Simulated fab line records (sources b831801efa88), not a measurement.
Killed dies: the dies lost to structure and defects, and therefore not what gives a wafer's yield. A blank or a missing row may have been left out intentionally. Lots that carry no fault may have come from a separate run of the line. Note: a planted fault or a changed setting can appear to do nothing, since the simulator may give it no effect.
Problem report, 8D (eight disciplines) form, completed by code | flow gf180mcu | the parts of the form that need people (team, actions taken, sign-off) are left out

== 1. THE ISSUE ==
dose_ions_cm2 at GF_HV_LDD_IMPLANT_36 reads a mean of 6.781e+12 on 6 wafers of 2 lots; wafers without a fault read 7.501e+12 with a standard deviation of 8.4e+09. That is -86 standard deviations from the usual mean.
Seen first at day 13 14:17 on implanter-04, wafer L964.2. At this step, 42 wafers from 14 lots have a number in the record. The rule behind "out" and "out of limits": a value lying over 4 standard deviations away from the usual mean. The rest of the wafers with a number are treated as sound.

== 2. WHAT THIS IS AND IS NOT ==
question                    | is                     | is not
which readings at this step | dose_ions_cm2          | -
which lots                  | L964, L965             | L958, L959, L960, L961, L963, L974, L975, L976, L977, L978, L979, L981
which wafers of those lots  | all that have a number | -
read on which tools         | implanter-04           | implanter-02, implanter-03
when                        | from day 13 14:17      | up to then (15 sound wafers); but 21 sound wafers of L974, L975, L976, L977, L978, L979, L981 came after

== 3. SUSPECTS, AND WHAT RULES EACH OUT ==
Counting: a tool at any process step up to the reading remains a suspect when it ran all the lots that are out and ran no sound lot after the first of those.
- implanter-04 at GF_HV_LDD_IMPLANT_36: ruled out as a lasting fault. The sound lots L978, L981 went through it after L964, its earliest lot that is out (day 13 14:17).
Left after counting: nothing in the record.

== 4. THE CAUSE (what the simulator had put in) ==
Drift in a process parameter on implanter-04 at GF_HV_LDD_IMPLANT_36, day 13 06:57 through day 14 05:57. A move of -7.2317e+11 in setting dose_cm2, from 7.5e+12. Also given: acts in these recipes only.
Counting ruled it out, wrongly.

== 5. THE CHAIN OF EFFECTS, in route order ==
Each row: a reading whose mean over the struck wafers that have a number lies more than 3 standard deviations from the usual. Scope: only readings with a usual standard deviation given in the record; hours: median across lots of the time from each lot's start at the first step in this table that gives one to its start at this step; sigmas: change in usual standard deviations.
hours | step                 | reading            | usual     | on struck wafers | change     | sigmas
0     | GF_HV_LDD_IMPLANT_36 | dose_ions_cm2      | 7.501e+12 | 6.781e+12        | -7.197e+11 | -86
0     | GF_HV_LDD_IMPLANT_36 | faraday_current_uA | 42.2      | 37.9             | -4.3       | -4.8
Process steps it contains:
- GF_HV_LDD_IMPLANT_36

== 6. WHAT WOULD HAVE CAUGHT IT SOONER ==
In this record no reading fell out of limits until day 13 14:17, 7 hours after the fault had begun at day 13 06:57.
